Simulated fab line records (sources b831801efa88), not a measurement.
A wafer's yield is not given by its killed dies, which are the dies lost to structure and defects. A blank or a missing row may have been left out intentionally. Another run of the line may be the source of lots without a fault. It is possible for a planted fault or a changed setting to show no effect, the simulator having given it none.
The tool behind it: which one? | flow sky130 | Sampling: 24 lots, 72 wafers, 4 of 708 route steps

WHAT THE GAUGES READ, wafer by wafer
SKY_SD_N_CD_MEAS_07: the cd target is 380 nm.
lot  | measured     | on       | cdNm (nm)
L074 | day 28 01:52 | cdSem-01 | 381.6 383.5 384.0
L076 | day 29 04:41 | cdSem-01 | 380.7 381.6 381.7
L075 | day 29 05:48 | cdSem-01 | 379.6 375.8 377.2
L077 | day 29 13:35 | cdSem-02 | 379.3 381.4 383.1
L078 | day 29 13:04 | cdSem-01 | 383.7 381.3 382.7
L079 | day 29 20:08 | cdSem-02 | 378.1 379.4 379.7
L080 | day 29 20:49 | cdSem-01 | 377.0 377.4 376.7
L081 | day 30 14:58 | cdSem-01 | 382.8 382.1 383.3
L082 | day 31 05:38 | cdSem-02 | 376.8 377.8 380.2
L083 | day 31 03:59 | cdSem-02 | 380.9 380.1 381.0
L084 | day 31 11:01 | cdSem-02 | 381.0 382.0 380.1
L085 | day 32 05:53 | cdSem-01 | 380.3 382.9 381.6
L086 | day 32 07:35 | cdSem-01 | 378.9 377.9 376.8
L087 | day 32 11:17 | cdSem-01 | 379.1 379.0 381.3
L088 | day 33 02:50 | cdSem-02 | 378.8 381.2 381.0
L089 | day 33 13:32 | cdSem-02 | 382.0 379.6 379.4
L090 | day 33 15:16 | cdSem-02 | 381.5 381.1 382.2
L091 | day 33 17:22 | cdSem-02 | 376.2 377.3 378.9
L092 | day 34 03:59 | cdSem-01 | 382.3 380.1 384.0
L093 | day 34 14:56 | cdSem-01 | 378.8 379.5 377.9
L094 | day 34 13:55 | cdSem-02 | 379.1 381.9 381.7
L095 | day 36 16:22 | cdSem-02 | 376.2 378.1 378.3
L096 | day 36 12:49 | cdSem-01 | 380.4 380.5 382.8
L097 | day 36 13:43 | cdSem-02 | 380.9 381.8 379.1

TOOL THAT RAN EACH LOT (tool first, then ch and the chambers of the sampled wafers, then the start)
lot  | SKY_FIELD_ISO_ETCH_14            | SKY_GATE_OXIDE_STRIP_13             | SKY_POLY_GATE_ETCH_16
L074 | rieDiel-02 ch 1,2,3, day 2 08:40 | plasmaAsher-01 ch 0,1, day 13 22:52 | rieDiel-04 ch 1,2, day 16 14:32
L076 | rieDiel-02 ch 1,2,3, day 2 17:55 | plasmaAsher-04 ch 0,1, day 14 20:02 | rieDiel-03 ch 0,2,3, day 17 10:59
L075 | rieDiel-03 ch 2,3, day 2 18:16   | plasmaAsher-01 ch 0,1, day 14 19:53 | rieDiel-02 ch 0,1, day 17 11:10
L077 | rieDiel-02 ch 0,1,2, day 3 00:10 | plasmaAsher-01 ch 0,1, day 15 08:11 | rieDiel-03 ch 1,2,3, day 17 22:31
L078 | rieDiel-02 ch 0,1,2, day 3 01:40 | plasmaAsher-01 ch 0,1, day 15 12:14 | rieDiel-02 ch 0,1,2, day 18 03:58
L079 | rieDiel-03 ch 0,2, day 3 07:11   | plasmaAsher-01 ch 0,1, day 15 16:50 | rieDiel-02 ch 1,2,3, day 18 08:49
L080 | rieDiel-01 ch 0,2,3, day 3 10:31 | plasmaAsher-04 ch 0,1, day 15 16:56 | rieDiel-02 ch 0,1,2, day 18 06:58
L081 | rieDiel-03 ch 1,2, day 3 18:14   | plasmaAsher-01 ch 0,1, day 16 07:43 | rieDiel-02 ch 0,1,2, day 19 03:37
L082 | rieDiel-03 ch 0,2,3, day 3 23:28 | plasmaAsher-04 ch 0,1, day 16 20:10 | rieDiel-02 ch 0,1,3, day 19 20:36
L083 | rieDiel-01 ch 2,3, day 4 04:25   | plasmaAsher-03 ch 0,1, day 17 02:20 | rieDiel-04 ch 0,1,2, day 19 20:20
L084 | rieDiel-03 ch 1,3, day 4 08:04   | plasmaAsher-01 ch 1, day 17 05:50   | rieDiel-03 ch 0,1,3, day 20 05:34
L085 | rieDiel-03 ch 1,2,3, day 4 12:52 | plasmaAsher-04 ch 1, day 17 23:46   | rieDiel-04 ch 0,2, day 21 00:22
L086 | rieDiel-01 ch 2,3, day 4 18:53   | plasmaAsher-01 ch 0,1, day 18 00:17 | rieDiel-03 ch 0,1,3, day 21 00:26
L087 | rieDiel-03 ch 1,2, day 5 00:23   | plasmaAsher-04 ch 0,1, day 18 16:16 | rieDiel-04 ch 1,2,3, day 21 11:10
L088 | rieDiel-01 ch 0,1,2, day 5 05:07 | plasmaAsher-03 ch 0,1, day 19 07:11 | rieDiel-04 ch 0,3, day 22 02:01
L089 | rieDiel-02 ch 1,2,3, day 5 12:44 | plasmaAsher-04 ch 0,1, day 19 17:37 | rieDiel-03 ch 0,2,3, day 22 12:07
L090 | rieDiel-01 ch 1,2,3, day 5 15:59 | plasmaAsher-03 ch 0,1, day 20 00:13 | rieDiel-03 ch 0,2,3, day 22 18:16
L091 | rieDiel-02 ch 1,3, day 5 19:55   | plasmaAsher-03 ch 0,1, day 20 00:25 | rieDiel-04 ch 0,3, day 22 19:50
L092 | rieDiel-02 ch 0,2,3, day 6 02:32 | plasmaAsher-03 ch 0,1, day 20 11:53 | rieDiel-03 ch 2,3, day 23 06:02
L093 | rieDiel-01 ch 1,2, day 6 07:01   | plasmaAsher-01 ch 0,1, day 20 20:22 | rieDiel-02 ch 1,2, day 23 15:17
L094 | rieDiel-02 ch 1,3, day 6 12:28   | plasmaAsher-04 ch 0,1, day 20 22:01 | rieDiel-03 ch 0,1,3, day 23 16:17
L095 | rieDiel-03 ch 0,2,3, day 6 20:46 | plasmaAsher-01 ch 0,1, day 23 08:37 | rieDiel-04 ch 0,2,3, day 26 02:52
L096 | rieDiel-02 ch 2,3, day 7 02:22   | plasmaAsher-01 ch 1, day 23 06:22   | rieDiel-03 ch 0,1,3, day 25 23:35
L097 | rieDiel-03 ch 2,3, day 7 03:41   | plasmaAsher-04 ch 0,1, day 23 07:25 | rieDiel-02 ch 1,3, day 26 00:19
- SKY_FIELD_ISO_ETCH_14: etches BARC in N2/H2, stops on SiO2, time 45.9 s, target depth 60 nm.
- SKY_GATE_OXIDE_STRIP_13: strips in O2/N2.
- SKY_POLY_GATE_ETCH_16: etches Si3N4 in CH3F/O2, stops on poly-Si, time 147.5 s, target depth 75 nm.

WHAT THE TOOLS THEMSELVES READ (means of the sampled wafers that have a number; where no wafer has one, the mark that the record gives instead)
SKY_FIELD_ISO_ETCH_14.
lot  | tool       | drypumpMotorCurrentA (A) | oesProductAu (a.u.) | throttleValvePct (%)
L074 | rieDiel-02 | 5.6                      | 0.855               | 13.220
L076 | rieDiel-02 | 5.6                      | 0.852               | 13.221
L075 | rieDiel-03 | 6.4                      | 0.857               | 13.223
L077 | rieDiel-02 | 5.8                      | 0.859               | 13.223
L078 | rieDiel-02 | 5.8                      | 0.853               | 13.224
L079 | rieDiel-03 | 5.8                      | 0.853               | 13.221
L080 | rieDiel-01 | 5.4                      | 0.856               | 13.230
L081 | rieDiel-03 | 6.1                      | 0.857               | 13.218
L082 | rieDiel-03 | 6.1                      | 0.853               | 13.218
L083 | rieDiel-01 | 5.3                      | 0.855               | 13.224
L084 | rieDiel-03 | 6.3                      | 0.851               | 13.230
L085 | rieDiel-03 | 6.3                      | 0.851               | 13.233
L086 | rieDiel-01 | 5.3                      | 0.856               | 13.230
L087 | rieDiel-03 | 6.1                      | 0.852               | 13.227
L088 | rieDiel-01 | 5.8                      | 0.859               | 13.220
L089 | rieDiel-02 | 5.6                      | 0.851               | 13.232
L090 | rieDiel-01 | 5.5                      | 0.853               | 13.225
L091 | rieDiel-02 | 5.6                      | 0.852               | 13.227
L092 | rieDiel-02 | 5.7                      | 0.854               | 13.226
L093 | rieDiel-01 | 5.9                      | 0.853               | 13.220
L094 | rieDiel-02 | 5.6                      | 0.852               | 13.226
L095 | rieDiel-03 | 6.1                      | 0.857               | 13.224
L096 | rieDiel-02 | 5.6                      | 0.848               | 13.230
L097 | rieDiel-03 | 6.5                      | 0.856               | 13.232

SKY_GATE_OXIDE_STRIP_13.
lot  | tool           | drypumpMotorCurrentA (A) | oesProductAu (a.u.) | stripTimeToEndpointS (s)
L074 | plasmaAsher-01 | 5.9                      | 0.719               | 14.18
L076 | plasmaAsher-04 | 6.0                      | 0.717               | 14.13
L075 | plasmaAsher-01 | 5.9                      | 0.713               | 14.18
L077 | plasmaAsher-01 | 5.9                      | 0.714               | 14.20
L078 | plasmaAsher-01 | 5.9                      | 0.717               | 14.14
L079 | plasmaAsher-01 | 5.9                      | 0.714               | 14.14
L080 | plasmaAsher-04 | 6.2                      | 0.715               | 14.28
L081 | plasmaAsher-01 | 5.9                      | 0.713               | 14.17
L082 | plasmaAsher-04 | 6.2                      | 0.720               | 14.21
L083 | plasmaAsher-03 | 5.9                      | 0.712               | 14.17
L084 | plasmaAsher-01 | 6.0                      | 0.721               | 14.19
L085 | plasmaAsher-04 | 5.8                      | 0.721               | 14.16
L086 | plasmaAsher-01 | 5.9                      | 0.713               | 14.23
L087 | plasmaAsher-04 | 6.2                      | 0.714               | 14.14
L088 | plasmaAsher-03 | 6.2                      | 0.716               | 14.18
L089 | plasmaAsher-04 | 6.0                      | 0.715               | 14.13
L090 | plasmaAsher-03 | 5.8                      | 0.717               | 14.15
L091 | plasmaAsher-03 | 5.8                      | 0.715               | 14.20
L092 | plasmaAsher-03 | 5.8                      | 0.712               | 14.11
L093 | plasmaAsher-01 | 5.9                      | 0.717               | 14.15
L094 | plasmaAsher-04 | 6.2                      | 0.715               | 14.13
L095 | plasmaAsher-01 | 5.9                      | 0.717               | 14.16
L096 | plasmaAsher-01 | 6.0                      | 0.712               | 14.13
L097 | plasmaAsher-04 | 6.0                      | 0.714               | 14.18

SKY_POLY_GATE_ETCH_16.
lot  | tool       | drypumpMotorCurrentA (A) | oesProductAu (a.u.) | throttleValvePct (%)
L074 | rieDiel-04 | 6.2                      | 0.642               | 10.542
L076 | rieDiel-03 | 6.1                      | 0.643               | 10.538
L075 | rieDiel-02 | 5.8                      | 0.642               | 10.526
L077 | rieDiel-03 | 6.2                      | 0.643               | 10.529
L078 | rieDiel-02 | 5.8                      | 0.649               | 10.534
L079 | rieDiel-02 | 5.6                      | 0.644               | 10.531
L080 | rieDiel-02 | 5.8                      | 0.643               | 10.546
L081 | rieDiel-02 | 5.8                      | 0.644               | 10.535
L082 | rieDiel-02 | 5.7                      | 0.639               | 10.535
L083 | rieDiel-04 | 6.0                      | 0.639               | 10.533
L084 | rieDiel-03 | 5.9                      | 0.639               | 10.531
L085 | rieDiel-04 | 6.2                      | 0.643               | 10.538
L086 | rieDiel-03 | 6.0                      | 0.633               | 10.540
L087 | rieDiel-04 | 6.1                      | 0.639               | 10.533
L088 | rieDiel-04 | 5.8                      | 0.640               | 10.542
L089 | rieDiel-03 | 6.1                      | 0.641               | 10.536
L090 | rieDiel-03 | 6.1                      | 0.646               | 10.542
L091 | rieDiel-04 | 5.7                      | 0.644               | 10.529
L092 | rieDiel-03 | 6.4                      | 0.647               | 10.530
L093 | rieDiel-02 | 5.8                      | 0.640               | 10.539
L094 | rieDiel-03 | 5.9                      | 0.644               | 10.537
L095 | rieDiel-04 | 6.0                      | 0.647               | 10.543
L096 | rieDiel-03 | 5.9                      | 0.638               | 10.532
L097 | rieDiel-02 | 5.6                      | 0.640               | 10.532

THE ANSWER, worked out from the rows above alone
Rule: what is usual is taken from the lots themselves. Put in order of their means at a reading, lots are off if they are a third of the lots or fewer, leave a main group of 4 or more, and stand apart from it by a gap of 3 or more times the standard deviation of the main group's means; of several such gaps the widest counts. If all means in a main group match to the digits the tables above print for the reading, that group is not used. Also off: a lot with no number at a reading for which 4 or more lots have one. All remaining lots with rows at the step are treated as sound. First the gauges in route order, then the tools' own readings, where a lot's mean is used as printed above. At the first step where some lot is off, the reading lying furthest off is the one used; lots without a number count as furthest.
No lot is off on any of the readings shown, so nothing can be concluded from this.

WHAT HAD BEEN PUT IN BY THE SIMULATOR
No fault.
